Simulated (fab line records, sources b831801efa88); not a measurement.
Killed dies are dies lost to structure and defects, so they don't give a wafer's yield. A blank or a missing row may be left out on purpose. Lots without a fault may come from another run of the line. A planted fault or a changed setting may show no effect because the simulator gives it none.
A struck lot beside a sound one | flow sky130 | 15 steps out of a route of 708
Sound: wafers L992.1, L992.2, L992.4. Struck: wafers L102.3, L102.4, L102.5. The cause comes at the end.
At each step with rows: each side's tool, then ch and its chambers, then its first start. Under that, the readings that differ: sound wafers | struck wafers | difference of the means | sigmas: that difference in standard deviations of wafers without a fault.
alike: readings whose means differ by less than 2 such deviations, and words and numbers that are the same on both sides. not compared: withheld readings, readings that some wafer has no value for, bounds like >300 that may hide the same value, and numbers for which the record gives no deviation and whose values overlap.
The two part at a step that has a row with sigmas, a row that says differs or no value, or rows on one side only. Numbers that don't overlap but have no deviation are shown without sigmas and don't part them. A reading that every wafer of one side lacks parts them only if that side has two wafers or more.

first, 2 steps without rows for these wafers: SKY_FIELD_ISO_WET_ETCH_21 (etches SiO2 in dHF, target depth 20 nm, time 400 s); SKY_FIELD_ISO_OXIDATION_22 (stabilise 600 s, purge 300 s, target thk 10 nm).
SKY_FIELD_ISO_THK_MEAS_23:
  sound on film_metro-02, day 3 20:29; struck on film_metro-03, day 6 00:56
  alike: FIELD_ISO_OXIDATION_01_THK
then, 1 step without rows for these wafers: SKY_FIELD_ISO_CVD_24 (deposits SiO2, target thk 595 nm, time 99.2 s).
SKY_FIELD_ISO_THK_MEAS_25:
  sound on film_metro-03, day 3 20:37; struck on film_metro-01, day 6 01:04
  alike: FIELD_ISO_CVD_24_THK
then, 1 step without rows for these wafers: SKY_FIELD_ISO_ANNEAL_26 (time 1800 s).
SKY_FIELD_ISO_CMP_27: polishes, stops on Si3N4, t overpolish 16 s, target thk 457.8 nm.
  sound on cmp-01 ch 0,1,3, day 3 22:10; struck on cmp-01 ch 0,2, day 6 03:56
  alike: motor_current_A, overpolish_run_s, time_to_endpoint_s
then, 5 steps without rows for these wafers: SKY_FIELD_ISO_WET_ETCH_28 (etches SiO2 in dHF, target depth 23.7 nm, time 47 s); SKY_FIELD_ISO_WET_ETCH_29 (etches Si3N4 in H3PO4, target depth 160 nm, time 1825 s); SKY_FIELD_ISO_WET_ETCH_30 (etches SiO2 in dHF, target depth 25 nm, time 50 s); SKY_NWELL_CLEAN_00 (cleans in SC1/SC2, time 150 s); SKY_NWELL_OXIDATION_01 (stabilise 600 s, purge 300 s, target thk 10 nm).
SKY_NWELL_THK_MEAS_02:
  sound on film_metro-02, day 4 01:02; struck on film_metro-02, day 6 07:10
  reading                  | sound           | struck            | difference | sigmas
  NWELL_OXIDATION_THK (nm) | 9.92 10.01 9.89 | 10.55 10.39 10.48 | +0.53      | +4
  not compared: hold
then, 1 step without rows for these wafers: SKY_DNWELL_DEHYDRATE_00 (time 60 s).
SKY_PAD_OPEN_PROBE_99:
  the record has rows for the sound wafers here (prober-01, day 47 14:19) and none for the struck ones

WHERE THEY PART
First at SKY_NWELL_THK_MEAS_02; last, within this record, at SKY_PAD_OPEN_PROBE_99.

WHY: what the simulator had put in
Metrology matching offset: film_metro-02, from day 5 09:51 on, at SKY_NWELL_THK_MEAS_02. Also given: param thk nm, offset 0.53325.
